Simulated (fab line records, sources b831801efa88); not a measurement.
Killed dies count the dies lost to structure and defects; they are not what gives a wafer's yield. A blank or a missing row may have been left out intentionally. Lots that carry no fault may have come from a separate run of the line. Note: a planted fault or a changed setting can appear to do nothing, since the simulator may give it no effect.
fab line records / flow gf180mcu
[record] lots = 13 wafers = 39 lastDay = 34
route steps=602 shown DUAL_GATE@156 V1@351 M2@366
lots that met no fault: taken from a fault-free run of the same line
startH: start of the lot's first displayed wafer, in hours after the record's first day / waitH: hours since the lot's step before / " same as the row above / L1.1+2: a row that stands for several wafers / - no value present, or no start provided / * or withheld: withheld / < > ~ a bound
route shown NAME@n: a module of which the file shows steps, and the number in the route of the first / usual: mean/standard deviation taken from wafers without a fault / same: alike in all rows / chamber/n: place in a boat / sites: each site's reading / _std_site: the standard deviation of these / _edge_site: inner sites' mean taken away from outer sites' mean / radiusMm: for every site, how far away it sits from the centre of the wafer / mask NAME#n: copy n / behind: the tool/chamber that last shaped the wafer / hold: cause of the lot's hold/its duration in hours/its outcome / device: which transistor (n, p or np) failed to switch / end of line: the route-end tests of the same wafers / for a step that has no rows: nothing shown but its recipe / killed: dies that structure and defects cost at the first sort, which is not the same as the wafer's yield / map: the dies of a wafer, with x for killed, . for not killed, _ for no die there
set.NAME: the run value of the setting; set.NAME@STEP: its run value at that earlier step / model.NAME: the simulator's own value behind a step, which no gauge read
steps of the route over a sample of lots; a table a step, a row a wafer
services: a tool's chamber out of use, with start hour (startH, from the record's first day; less than 0 if before it), hours out, and reason
[[steps]]
[step GF_DUAL_GATE_OXIDATION_15]
[recipe] tempC = 850 ambient = O2 stabiliseS = 600 purgeS = 300 targetThkA = 70.98 oxTimeS = 1995
[usual] spikeTcBottomC = 864.4/1.2 spikeTcCentreC = 849.6/0.94 spikeTcLowerC = 850.6/1 spikeTcTopC = 861.1/1.8 spikeTcUpperC = 850.0/1
[same] stabiliseS = 600
lot.wafer=L985.2 tool=furnace-01 chamber=0 startH=176.97 waitH=0.0 spikeTcBottomC=863.3 spikeTcCentreC=848.5 spikeTcLowerC=852.0 spikeTcTopC=860.9 spikeTcUpperC=848.5
lot.wafer=L985.5 tool=furnace-01 chamber=0 startH=176.97 waitH=0.0 spikeTcBottomC=864.4 spikeTcCentreC=848.5 spikeTcLowerC=850.2 spikeTcTopC=860.0 spikeTcUpperC=848.5
lot.wafer=L985.6 tool=furnace-01 chamber=0 startH=176.97 waitH=0.0 spikeTcBottomC=863.5 spikeTcCentreC=850.4 spikeTcLowerC=850.4 spikeTcTopC=859.4 spikeTcUpperC=850.1
lot.wafer=L986.1 tool=furnace-02 chamber=0 startH=183.96 waitH=0.0 spikeTcBottomC=864.7 spikeTcCentreC=850.0 spikeTcLowerC=850.3 spikeTcTopC=861.8 spikeTcUpperC=847.8
lot.wafer=L986.2 tool=furnace-02 chamber=0 startH=183.96 waitH=0.0 spikeTcBottomC=865.4 spikeTcCentreC=849.9 spikeTcLowerC=849.1 spikeTcTopC=861.8 spikeTcUpperC=849.8
lot.wafer=L986.4 tool=furnace-02 chamber=0 startH=183.96 waitH=0.0 spikeTcBottomC=863.6 spikeTcCentreC=847.7 spikeTcLowerC=850.5 spikeTcTopC=862.4 spikeTcUpperC=851.0
lot.wafer=L988.2 tool=furnace-02 chamber=0 startH=198.38 waitH=0.9 spikeTcBottomC=866.6 spikeTcCentreC=849.6 spikeTcLowerC=850.6 spikeTcTopC=863.3 spikeTcUpperC=849.6
lot.wafer=L988.3 tool=furnace-02 chamber=0 startH=198.38 waitH=0.9 spikeTcBottomC=865.4 spikeTcCentreC=848.8 spikeTcLowerC=850.2 spikeTcTopC=863.7 spikeTcUpperC=851.2
lot.wafer=L988.6 tool=furnace-02 chamber=0 startH=198.38 waitH=0.9 spikeTcBottomC=866.4 spikeTcCentreC=850.2 spikeTcLowerC=852.4 spikeTcTopC=862.2 spikeTcUpperC=849.7
lot.wafer=L989.3 tool=furnace-02 chamber=0 startH=202.44 waitH=0.0 spikeTcBottomC=864.7 spikeTcCentreC=849.0 spikeTcLowerC=849.8 spikeTcTopC=863.0 spikeTcUpperC=852.2
lot.wafer=L989.4 tool=furnace-02 chamber=0 startH=202.44 waitH=0.0 spikeTcBottomC=864.1 spikeTcCentreC=849.5 spikeTcLowerC=851.0 spikeTcTopC=862.7 spikeTcUpperC=850.4
lot.wafer=L989.5 tool=furnace-02 chamber=0 startH=202.44 waitH=0.0 spikeTcBottomC=864.5 spikeTcCentreC=848.7 spikeTcLowerC=852.2 spikeTcTopC=864.1 spikeTcUpperC=848.9
lot.wafer=L990.1 tool=furnace-02 chamber=0 startH=208.53 waitH=0.0 spikeTcBottomC=864.7 spikeTcCentreC=848.9 spikeTcLowerC=851.5 spikeTcTopC=863.6 spikeTcUpperC=849.5
lot.wafer=L990.4 tool=furnace-02 chamber=0 startH=208.53 waitH=0.0 spikeTcBottomC=864.2 spikeTcCentreC=848.2 spikeTcLowerC=849.6 spikeTcTopC=861.2 spikeTcUpperC=849.1
lot.wafer=L990.5 tool=furnace-02 chamber=0 startH=208.53 waitH=0.0 spikeTcBottomC=865.2 spikeTcCentreC=849.8 spikeTcLowerC=850.0 spikeTcTopC=862.1 spikeTcUpperC=848.7
lot.wafer=L995.1 tool=furnace-01 chamber=0 startH=248.68 waitH=1.1 spikeTcBottomC=863.4 spikeTcCentreC=851.5 spikeTcLowerC=849.2 spikeTcTopC=859.6 spikeTcUpperC=851.0
lot.wafer=L995.2 tool=furnace-01 chamber=0 startH=248.68 waitH=1.1 spikeTcBottomC=864.1 spikeTcCentreC=849.3 spikeTcLowerC=850.4 spikeTcTopC=859.1 spikeTcUpperC=851.2
lot.wafer=L995.5 tool=furnace-01 chamber=0 startH=248.68 waitH=1.1 spikeTcBottomC=864.4 spikeTcCentreC=849.8 spikeTcLowerC=850.3 spikeTcTopC=859.2 spikeTcUpperC=848.1
lot.wafer=L996.1 tool=furnace-02 chamber=0 startH=255.19 waitH=0.8 spikeTcBottomC=865.4 spikeTcCentreC=850.1 spikeTcLowerC=848.8 spikeTcTopC=860.7 spikeTcUpperC=849.2
lot.wafer=L996.3 tool=furnace-02 chamber=0 startH=255.19 waitH=0.8 spikeTcBottomC=864.3 spikeTcCentreC=848.2 spikeTcLowerC=850.9 spikeTcTopC=862.0 spikeTcUpperC=850.6
lot.wafer=L996.6 tool=furnace-02 chamber=0 startH=255.19 waitH=0.8 spikeTcBottomC=863.0 spikeTcCentreC=849.4 spikeTcLowerC=851.2 spikeTcTopC=864.1 spikeTcUpperC=850.8
lot.wafer=L997.2 tool=furnace-01 chamber=0 startH=257.26 waitH=0.4 spikeTcBottomC=863.7 spikeTcCentreC=849.1 spikeTcLowerC=849.8 spikeTcTopC=860.0 spikeTcUpperC=849.3
lot.wafer=L997.4 tool=furnace-01 chamber=0 startH=257.26 waitH=0.4 spikeTcBottomC=862.8 spikeTcCentreC=849.5 spikeTcLowerC=849.5 spikeTcTopC=859.0 spikeTcUpperC=851.3
lot.wafer=L997.6 tool=furnace-01 chamber=0 startH=257.26 waitH=0.4 spikeTcBottomC=863.3 spikeTcCentreC=848.3 spikeTcLowerC=850.3 spikeTcTopC=858.1 spikeTcUpperC=850.4
lot.wafer=L101.2 tool=furnace-02 chamber=0 startH=291.87 waitH=1.5 spikeTcBottomC=845.2 spikeTcCentreC=828.5 spikeTcLowerC=829.8 spikeTcTopC=841.4 spikeTcUpperC=829.3
lot.wafer=L101.3 tool=furnace-02 chamber=0 startH=291.87 waitH=1.5 spikeTcBottomC=843.6 spikeTcCentreC=829.5 spikeTcLowerC=829.4 spikeTcTopC=842.0 spikeTcUpperC=829.3
lot.wafer=L101.6 tool=furnace-02 chamber=0 startH=291.87 waitH=1.5 spikeTcBottomC=844.9 spikeTcCentreC=830.0 spikeTcLowerC=830.8 spikeTcTopC=842.4 spikeTcUpperC=830.8
lot.wafer=L102.1 tool=furnace-02 chamber=0 startH=306.33 waitH=0.0 spikeTcBottomC=845.3 spikeTcCentreC=829.2 spikeTcLowerC=829.0 spikeTcTopC=843.1 spikeTcUpperC=827.7
lot.wafer=L102.4 tool=furnace-02 chamber=0 startH=306.33 waitH=0.0 spikeTcBottomC=844.0 spikeTcCentreC=828.2 spikeTcLowerC=829.9 spikeTcTopC=843.3 spikeTcUpperC=830.8
lot.wafer=L102.5 tool=furnace-02 chamber=0 startH=306.33 waitH=0.0 spikeTcBottomC=845.7 spikeTcCentreC=828.3 spikeTcLowerC=832.0 spikeTcTopC=841.5 spikeTcUpperC=829.3
lot.wafer=L103.1 tool=furnace-01 chamber=0 startH=319.09 waitH=0.0 spikeTcBottomC=863.9 spikeTcCentreC=847.3 spikeTcLowerC=849.7 spikeTcTopC=858.8 spikeTcUpperC=848.7
lot.wafer=L103.4 tool=furnace-01 chamber=0 startH=319.09 waitH=0.0 spikeTcBottomC=863.1 spikeTcCentreC=851.5 spikeTcLowerC=851.1 spikeTcTopC=859.1 spikeTcUpperC=848.1
lot.wafer=L103.6 tool=furnace-01 chamber=0 startH=319.09 waitH=0.0 spikeTcBottomC=864.1 spikeTcCentreC=848.2 spikeTcLowerC=849.7 spikeTcTopC=858.4 spikeTcUpperC=849.8
lot.wafer=L105.1 tool=furnace-02 chamber=0 startH=322.73 waitH=0.0 spikeTcBottomC=842.6 spikeTcCentreC=828.2 spikeTcLowerC=830.5 spikeTcTopC=841.1 spikeTcUpperC=830.0
lot.wafer=L105.2 tool=furnace-02 chamber=0 startH=322.73 waitH=0.0 spikeTcBottomC=844.0 spikeTcCentreC=829.2 spikeTcLowerC=831.7 spikeTcTopC=842.4 spikeTcUpperC=829.5
lot.wafer=L105.5 tool=furnace-02 chamber=0 startH=322.73 waitH=0.0 spikeTcBottomC=843.6 spikeTcCentreC=831.0 spikeTcLowerC=830.7 spikeTcTopC=839.3 spikeTcUpperC=830.5
lot.wafer=L106.3 tool=furnace-01 chamber=0 startH=327.67 waitH=1.0 spikeTcBottomC=862.8 spikeTcCentreC=851.7 spikeTcLowerC=850.9 spikeTcTopC=858.8 spikeTcUpperC=850.4
lot.wafer=L106.5 tool=furnace-01 chamber=0 startH=327.67 waitH=1.0 spikeTcBottomC=864.1 spikeTcCentreC=849.3 spikeTcLowerC=852.8 spikeTcTopC=859.9 spikeTcUpperC=851.3
lot.wafer=L106.6 tool=furnace-01 chamber=0 startH=327.67 waitH=1.0 spikeTcBottomC=863.3 spikeTcCentreC=849.5 spikeTcLowerC=850.3 spikeTcTopC=856.8 spikeTcUpperC=848.1
[step GF_V1_ETCH_16]
[recipe] chemistry = N2/H2 targetDepthA = withheld overetchA = withheld timeS = withheld target = BARC ionEnergyEv = 200 sourceW = 500 biasW = 100 pressureMtorr = 30 n2FlowSccm = 100 h2FlowSccm = 200
[usual] drypumpMotorCurrentA = 5.6/0.42 oesProductAu = 0.856/0.0048 throttleValvePct = 13.224/0.0091
lot.wafer=L985.2 tool=rieDiel-02 chamber=3 startH=412.72 waitH=0.0 drypumpMotorCurrentA=5.8 oesProductAu=0.861 throttleValvePct=13.224
lot.wafer=L985.5 tool=rieDiel-02 chamber=3 startH=412.72 waitH=0.0 drypumpMotorCurrentA=5.8 oesProductAu=0.858 throttleValvePct=13.241
lot.wafer=L985.6 tool=rieDiel-02 chamber=0 startH=412.72 waitH=0.0 drypumpMotorCurrentA=5.8 oesProductAu=0.857 throttleValvePct=13.215
lot.wafer=L986.1 tool=rieDiel-01 chamber=0 startH=423.12 waitH=0.0 drypumpMotorCurrentA=5.5 oesProductAu=0.860 throttleValvePct=13.221
lot.wafer=L986.2 tool=rieDiel-01 chamber=2 startH=423.12 waitH=0.0 drypumpMotorCurrentA=5.8 oesProductAu=0.857 throttleValvePct=13.209
lot.wafer=L986.4 tool=rieDiel-01 chamber=1 startH=423.12 waitH=0.0 drypumpMotorCurrentA=6.1 oesProductAu=0.851 throttleValvePct=13.223
lot.wafer=L988.2 tool=rieDiel-03 chamber=1 startH=439.62 waitH=0.0 drypumpMotorCurrentA=5.3 oesProductAu=0.851 throttleValvePct=13.245
lot.wafer=L988.3 tool=rieDiel-03 chamber=2 startH=439.62 waitH=0.0 drypumpMotorCurrentA=5.4 oesProductAu=0.861 throttleValvePct=13.234
lot.wafer=L988.6 tool=rieDiel-03 chamber=2 startH=439.62 waitH=0.0 drypumpMotorCurrentA=5.4 oesProductAu=0.856 throttleValvePct=13.214
lot.wafer=L989.3 tool=rieDiel-01 chamber=1 startH=453.75 waitH=0.0 drypumpMotorCurrentA=6.1 oesProductAu=0.856 throttleValvePct=13.226
lot.wafer=L989.4 tool=rieDiel-01 chamber=3 startH=453.75 waitH=0.0 drypumpMotorCurrentA=5.3 oesProductAu=0.861 throttleValvePct=13.222
lot.wafer=L989.5 tool=rieDiel-01 chamber=3 startH=453.75 waitH=0.0 drypumpMotorCurrentA=5.3 oesProductAu=0.853 throttleValvePct=13.238
lot.wafer=L990.1 tool=rieDiel-01 chamber=2 startH=458.45 waitH=0.0 drypumpMotorCurrentA=5.8 oesProductAu=0.862 throttleValvePct=13.225
lot.wafer=L990.4 tool=rieDiel-01 chamber=0 startH=458.45 waitH=0.0 drypumpMotorCurrentA=5.5 oesProductAu=0.853 throttleValvePct=13.219
lot.wafer=L990.5 tool=rieDiel-01 chamber=3 startH=458.45 waitH=0.0 drypumpMotorCurrentA=5.3 oesProductAu=0.865 throttleValvePct=13.214
lot.wafer=L995.1 tool=rieDiel-01 chamber=2 startH=510.42 waitH=0.0 drypumpMotorCurrentA=5.8 oesProductAu=0.856 throttleValvePct=13.219
lot.wafer=L995.2 tool=rieDiel-01 chamber=0 startH=510.42 waitH=0.0 drypumpMotorCurrentA=5.5 oesProductAu=0.860 throttleValvePct=13.233
lot.wafer=L995.5 tool=rieDiel-01 chamber=2 startH=510.42 waitH=0.0 drypumpMotorCurrentA=5.8 oesProductAu=0.851 throttleValvePct=13.212
lot.wafer=L996.1 tool=rieDiel-01 chamber=2 startH=515.62 waitH=0.0 drypumpMotorCurrentA=5.8 oesProductAu=0.865 throttleValvePct=13.225
lot.wafer=L996.3 tool=rieDiel-01 chamber=1 startH=515.62 waitH=0.0 drypumpMotorCurrentA=6.1 oesProductAu=0.854 throttleValvePct=13.214
lot.wafer=L996.6 tool=rieDiel-01 chamber=1 startH=515.62 waitH=0.0 drypumpMotorCurrentA=6.1 oesProductAu=0.858 throttleValvePct=13.231
lot.wafer=L997.2 tool=rieDiel-02 chamber=2 startH=518.02 waitH=0.0 drypumpMotorCurrentA=5.3 oesProductAu=0.864 throttleValvePct=13.222
lot.wafer=L997.4 tool=rieDiel-02 chamber=0 startH=518.02 waitH=0.0 drypumpMotorCurrentA=5.8 oesProductAu=0.860 throttleValvePct=13.237
lot.wafer=L997.6 tool=rieDiel-02 chamber=1 startH=518.02 waitH=0.0 drypumpMotorCurrentA=5.6 oesProductAu=0.854 throttleValvePct=13.230
lot.wafer=L101.2 tool=rieDiel-02 chamber=2 startH=559.17 waitH=0.0 drypumpMotorCurrentA=5.3 oesProductAu=0.854 throttleValvePct=13.219
lot.wafer=L101.3 tool=rieDiel-02 chamber=1 startH=559.17 waitH=0.0 drypumpMotorCurrentA=5.6 oesProductAu=0.862 throttleValvePct=13.234
lot.wafer=L101.6 tool=rieDiel-02 chamber=3 startH=559.17 waitH=0.0 drypumpMotorCurrentA=5.8 oesProductAu=0.863 throttleValvePct=13.223
lot.wafer=L102.1 tool=rieDiel-03 chamber=1 startH=574.86 waitH=0.0 drypumpMotorCurrentA=5.3 oesProductAu=0.859 throttleValvePct=13.225
lot.wafer=L102.4 tool=rieDiel-03 chamber=2 startH=574.86 waitH=0.0 drypumpMotorCurrentA=5.4 oesProductAu=0.857 throttleValvePct=13.220
lot.wafer=L102.5 tool=rieDiel-03 chamber=2 startH=574.86 waitH=0.0 drypumpMotorCurrentA=5.4 oesProductAu=0.857 throttleValvePct=13.212
lot.wafer=L103.1 tool=rieDiel-03 chamber=3 startH=587.72 waitH=0.0 drypumpMotorCurrentA=4.9 oesProductAu=0.858 throttleValvePct=13.213
lot.wafer=L103.4 tool=rieDiel-03 chamber=1 startH=587.72 waitH=0.0 drypumpMotorCurrentA=5.3 oesProductAu=0.853 throttleValvePct=13.216
lot.wafer=L103.6 tool=rieDiel-03 chamber=3 startH=587.72 waitH=0.0 drypumpMotorCurrentA=4.9 oesProductAu=0.857 throttleValvePct=13.231
lot.wafer=L105.1 tool=rieDiel-02 chamber=3 startH=591.74 waitH=0.0 drypumpMotorCurrentA=5.8 oesProductAu=0.851 throttleValvePct=13.210
lot.wafer=L105.2 tool=rieDiel-02 chamber=1 startH=591.74 waitH=0.0 drypumpMotorCurrentA=5.6 oesProductAu=0.855 throttleValvePct=13.213
lot.wafer=L105.5 tool=rieDiel-02 chamber=0 startH=591.74 waitH=0.0 drypumpMotorCurrentA=5.8 oesProductAu=0.857 throttleValvePct=13.214
lot.wafer=L106.3 tool=rieDiel-03 chamber=1 startH=594.52 waitH=0.0 drypumpMotorCurrentA=5.3 oesProductAu=0.847 throttleValvePct=13.233
lot.wafer=L106.5 tool=rieDiel-03 chamber=0 startH=594.52 waitH=0.0 drypumpMotorCurrentA=6.6 oesProductAu=0.861 throttleValvePct=13.215
lot.wafer=L106.6 tool=rieDiel-03 chamber=1 startH=594.52 waitH=0.0 drypumpMotorCurrentA=5.3 oesProductAu=0.853 throttleValvePct=13.213
[step GF_V1_SPUTTER_22]
[recipe] material = TiN targetThkNm = 10 chamberPressurePa = 5 powerW = 4000 timeS = 40
[usual] throttleValvePct = 29.8/0.68
lot.wafer=L985.2 tool=pvdSputter-03 chamber=- startH=413.44 waitH=0.0 throttleValvePct=30.1
lot.wafer=L985.5 tool=pvdSputter-03 chamber=- startH=413.44 waitH=0.0 throttleValvePct=30.6
lot.wafer=L985.6 tool=pvdSputter-03 chamber=- startH=413.44 waitH=0.0 throttleValvePct=29.8
lot.wafer=L986.1 tool=pvdSputter-01 chamber=- startH=423.84 waitH=0.0 throttleValvePct=29.1
lot.wafer=L986.2 tool=pvdSputter-01 chamber=- startH=423.84 waitH=0.0 throttleValvePct=28.3
lot.wafer=L986.4 tool=pvdSputter-01 chamber=- startH=423.84 waitH=0.0 throttleValvePct=31.6
lot.wafer=L988.2 tool=pvdSputter-03 chamber=- startH=440.35 waitH=0.0 throttleValvePct=29.1
lot.wafer=L988.3 tool=pvdSputter-03 chamber=- startH=440.35 waitH=0.0 throttleValvePct=30.6
lot.wafer=L988.6 tool=pvdSputter-03 chamber=- startH=440.35 waitH=0.0 throttleValvePct=30.7
lot.wafer=L989.3 tool=pvdSputter-02 chamber=- startH=454.47 waitH=0.0 throttleValvePct=29.3
lot.wafer=L989.4 tool=pvdSputter-02 chamber=- startH=454.47 waitH=0.0 throttleValvePct=29.4
lot.wafer=L989.5 tool=pvdSputter-02 chamber=- startH=454.47 waitH=0.0 throttleValvePct=29.9
lot.wafer=L990.1 tool=pvdSputter-02 chamber=- startH=459.17 waitH=0.0 throttleValvePct=29.2
lot.wafer=L990.4 tool=pvdSputter-02 chamber=- startH=459.17 waitH=0.0 throttleValvePct=29.0
lot.wafer=L990.5 tool=pvdSputter-02 chamber=- startH=459.17 waitH=0.0 throttleValvePct=29.4
lot.wafer=L995.1 tool=pvdSputter-02 chamber=- startH=511.17 waitH=0.0 throttleValvePct=29.6
lot.wafer=L995.2 tool=pvdSputter-02 chamber=- startH=511.17 waitH=0.0 throttleValvePct=30.4
lot.wafer=L995.5 tool=pvdSputter-02 chamber=- startH=511.17 waitH=0.0 throttleValvePct=30.2
lot.wafer=L996.1 tool=pvdSputter-02 chamber=- startH=516.34 waitH=0.0 throttleValvePct=29.2
lot.wafer=L996.3 tool=pvdSputter-02 chamber=- startH=516.34 waitH=0.0 throttleValvePct=30.2
lot.wafer=L996.6 tool=pvdSputter-02 chamber=- startH=516.34 waitH=0.0 throttleValvePct=30.3
lot.wafer=L997.2 tool=pvdSputter-03 chamber=- startH=518.74 waitH=0.0 throttleValvePct=30.0
lot.wafer=L997.4 tool=pvdSputter-03 chamber=- startH=518.74 waitH=0.0 throttleValvePct=29.3
lot.wafer=L997.6 tool=pvdSputter-03 chamber=- startH=518.74 waitH=0.0 throttleValvePct=30.5
lot.wafer=L101.2 tool=pvdSputter-03 chamber=- startH=559.89 waitH=0.0 throttleValvePct=30.6
lot.wafer=L101.3 tool=pvdSputter-03 chamber=- startH=559.89 waitH=0.0 throttleValvePct=29.6
lot.wafer=L101.6 tool=pvdSputter-03 chamber=- startH=559.89 waitH=0.0 throttleValvePct=30.7
lot.wafer=L102.1 tool=pvdSputter-01 chamber=- startH=575.62 waitH=0.0 throttleValvePct=29.3
lot.wafer=L102.4 tool=pvdSputter-01 chamber=- startH=575.62 waitH=0.0 throttleValvePct=29.3
lot.wafer=L102.5 tool=pvdSputter-01 chamber=- startH=575.62 waitH=0.0 throttleValvePct=31.3
lot.wafer=L103.1 tool=pvdSputter-01 chamber=- startH=588.47 waitH=0.0 throttleValvePct=29.5
lot.wafer=L103.4 tool=pvdSputter-01 chamber=- startH=588.47 waitH=0.0 throttleValvePct=28.5
lot.wafer=L103.6 tool=pvdSputter-01 chamber=- startH=588.47 waitH=0.0 throttleValvePct=28.6
lot.wafer=L105.1 tool=pvdSputter-02 chamber=- startH=592.48 waitH=0.0 throttleValvePct=29.3
lot.wafer=L105.2 tool=pvdSputter-02 chamber=- startH=592.48 waitH=0.0 throttleValvePct=29.8
lot.wafer=L105.5 tool=pvdSputter-02 chamber=- startH=592.48 waitH=0.0 throttleValvePct=29.0
lot.wafer=L106.3 tool=pvdSputter-02 chamber=- startH=595.25 waitH=0.0 throttleValvePct=29.3
lot.wafer=L106.5 tool=pvdSputter-02 chamber=- startH=595.25 waitH=0.0 throttleValvePct=29.3
lot.wafer=L106.6 tool=pvdSputter-02 chamber=- startH=595.25 waitH=0.0 throttleValvePct=29.3
[step GF_M2_SPUTTER_04]
[recipe] material = TiN targetThkNm = 50 powerW = 6500 timeS = 41.7 chamberPressurePa = 0.4
[usual] throttleValvePct = 29.5/0.85
lot.wafer=L985.2 tool=pvdSputter-04 chamber=- startH=414.25 waitH=0.0 throttleValvePct=29.9
lot.wafer=L985.5 tool=pvdSputter-04 chamber=- startH=414.25 waitH=0.0 throttleValvePct=29.2
lot.wafer=L985.6 tool=pvdSputter-04 chamber=- startH=414.25 waitH=0.0 throttleValvePct=28.9
lot.wafer=L986.1 tool=pvdSputter-04 chamber=- startH=424.77 waitH=0.0 throttleValvePct=29.7
lot.wafer=L986.2 tool=pvdSputter-04 chamber=- startH=424.77 waitH=0.0 throttleValvePct=29.4
lot.wafer=L986.4 tool=pvdSputter-04 chamber=- startH=424.77 waitH=0.0 throttleValvePct=30.2
lot.wafer=L988.2 tool=pvdSputter-04 chamber=- startH=441.16 waitH=0.0 throttleValvePct=29.7
lot.wafer=L988.3 tool=pvdSputter-04 chamber=- startH=441.16 waitH=0.0 throttleValvePct=29.1
lot.wafer=L988.6 tool=pvdSputter-04 chamber=- startH=441.16 waitH=0.0 throttleValvePct=28.9
lot.wafer=L989.3 tool=pvdSputter-01 chamber=- startH=455.57 waitH=0.0 throttleValvePct=31.5
lot.wafer=L989.4 tool=pvdSputter-01 chamber=- startH=455.57 waitH=0.0 throttleValvePct=29.1
lot.wafer=L989.5 tool=pvdSputter-01 chamber=- startH=455.57 waitH=0.0 throttleValvePct=29.4
lot.wafer=L990.1 tool=pvdSputter-04 chamber=- startH=459.98 waitH=0.0 throttleValvePct=29.1
lot.wafer=L990.4 tool=pvdSputter-04 chamber=- startH=459.98 waitH=0.0 throttleValvePct=28.9
lot.wafer=L990.5 tool=pvdSputter-04 chamber=- startH=459.98 waitH=0.0 throttleValvePct=29.1
lot.wafer=L995.1 tool=pvdSputter-01 chamber=- startH=512.09 waitH=0.0 throttleValvePct=29.2
lot.wafer=L995.2 tool=pvdSputter-01 chamber=- startH=512.09 waitH=0.0 throttleValvePct=29.3
lot.wafer=L995.5 tool=pvdSputter-01 chamber=- startH=512.09 waitH=0.0 throttleValvePct=28.4
lot.wafer=L996.1 tool=pvdSputter-01 chamber=- startH=517.26 waitH=0.0 throttleValvePct=28.9
lot.wafer=L996.3 tool=pvdSputter-01 chamber=- startH=517.26 waitH=0.0 throttleValvePct=31.7
lot.wafer=L996.6 tool=pvdSputter-01 chamber=- startH=517.26 waitH=0.0 throttleValvePct=29.5
lot.wafer=L997.2 tool=pvdSputter-04 chamber=- startH=519.55 waitH=0.0 throttleValvePct=30.4
lot.wafer=L997.4 tool=pvdSputter-04 chamber=- startH=519.55 waitH=0.0 throttleValvePct=29.8
lot.wafer=L997.6 tool=pvdSputter-04 chamber=- startH=519.55 waitH=0.0 throttleValvePct=30.0
lot.wafer=L101.2 tool=pvdSputter-04 chamber=- startH=560.70 waitH=0.0 throttleValvePct=28.9
lot.wafer=L101.3 tool=pvdSputter-04 chamber=- startH=560.70 waitH=0.0 throttleValvePct=29.9
lot.wafer=L101.6 tool=pvdSputter-04 chamber=- startH=560.70 waitH=0.0 throttleValvePct=30.3
lot.wafer=L102.1 tool=pvdSputter-04 chamber=- startH=576.43 waitH=0.0 throttleValvePct=29.8
lot.wafer=L102.4 tool=pvdSputter-04 chamber=- startH=576.43 waitH=0.0 throttleValvePct=29.0
lot.wafer=L102.5 tool=pvdSputter-04 chamber=- startH=576.43 waitH=0.0 throttleValvePct=30.0
lot.wafer=L103.1 tool=pvdSputter-04 chamber=- startH=589.28 waitH=0.0 throttleValvePct=29.1
lot.wafer=L103.4 tool=pvdSputter-04 chamber=- startH=589.28 waitH=0.0 throttleValvePct=30.3
lot.wafer=L103.6 tool=pvdSputter-04 chamber=- startH=589.28 waitH=0.0 throttleValvePct=30.3
lot.wafer=L105.1 tool=pvdSputter-01 chamber=- startH=593.29 waitH=0.0 throttleValvePct=29.3
lot.wafer=L105.2 tool=pvdSputter-01 chamber=- startH=593.29 waitH=0.0 throttleValvePct=31.6
lot.wafer=L105.5 tool=pvdSputter-01 chamber=- startH=593.29 waitH=0.0 throttleValvePct=29.2
lot.wafer=L106.3 tool=pvdSputter-01 chamber=- startH=596.06 waitH=0.0 throttleValvePct=29.7
lot.wafer=L106.5 tool=pvdSputter-01 chamber=- startH=596.06 waitH=0.0 throttleValvePct=28.2
lot.wafer=L106.6 tool=pvdSputter-01 chamber=- startH=596.06 waitH=0.0 throttleValvePct=29.2
[[services]]
tool=pvdSputter-04 chamber=- startH=184.32 hours=3.7 kind=repair
tool=pvdSputter-02 chamber=- startH=197.47 hours=2.6 kind=repair
tool=furnace-01 chamber=- startH=215.78 hours=3.1 kind=pm
tool=furnace-02 chamber=- startH=219.51 hours=3.2 kind=pm
tool=pvdSputter-01 chamber=- startH=228.64 hours=1.0 kind=repair
tool=furnace-02 chamber=- startH=246.87 hours=3.7 kind=pm
tool=rieDiel-01 chamber=2 startH=252.93 hours=5.5 kind=repair
tool=rieDiel-01 chamber=1 startH=308.98 hours=11.7 kind=repair
tool=rieDiel-01 chamber=0 startH=336.41 hours=14.1 kind=repair
tool=furnace-01 chamber=- startH=383.20 hours=3.3 kind=pm
tool=pvdSputter-01 chamber=- startH=385.15 hours=7.9 kind=repair
tool=rieDiel-01 chamber=1 startH=410.42 hours=2.2 kind=repair
tool=rieDiel-01 chamber=- startH=413.33 hours=1.4 kind=repair
tool=furnace-02 chamber=- startH=414.87 hours=3.5 kind=pm
tool=rieDiel-01 chamber=3 startH=419.17 hours=10.1 kind=repair
tool=pvdSputter-01 chamber=- startH=459.55 hours=0.6 kind=repair
tool=rieDiel-01 chamber=- startH=484.07 hours=2.2 kind=repair
tool=furnace-02 chamber=- startH=500.49 hours=2.4 kind=pm
tool=rieDiel-01 chamber=- startH=504.98 hours=2.8 kind=pm
tool=furnace-01 chamber=- startH=505.40 hours=4.0 kind=pm
tool=pvdSputter-04 chamber=- startH=510.74 hours=0.5 kind=repair
tool=rieDiel-01 chamber=1 startH=545.20 hours=23.7 kind=repair
tool=pvdSputter-02 chamber=- startH=557.42 hours=12.3 kind=repair
tool=furnace-02 chamber=- startH=582.87 hours=3.4 kind=pm
[[key]]
[firstSign] step = GF_DUAL_GATE_OXIDATION_15 reading = spikeTcCentreC direction = down sigmas = 22 usual = 849.6 struck = 829.1
[effect] step = GF_DUAL_GATE_OXIDATION_15 reading = spikeTcUpperC direction = down sigmas = 20 usual = 850.0 struck = 829.7
metAt GF_DUAL_GATE_OXIDATION_15
struckLots L101,L102,L105
testerLeftOut L101,L102,L105
notActingAt GF_V1_ETCH_16,GF_V1_SPUTTER_22,GF_M2_SPUTTER_04
onsetBetween 255.19 291.87
[fault] kind = processParameterDrift tool = furnace-02 chamber = - onsetH = 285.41 steps = GF_DUAL_GATE_OXIDATION_15 channel = tempC offset = * shape = step endH = 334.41 actsIn = * stated = *
// testerLeftOut: of these lots the tester's yield and bins aren't shown, on N5 and GAA mostly nor the transistor test; their killed dies are dies lost to structure and defects alone, not to doping, threshold or leakage, so they don't give the yield
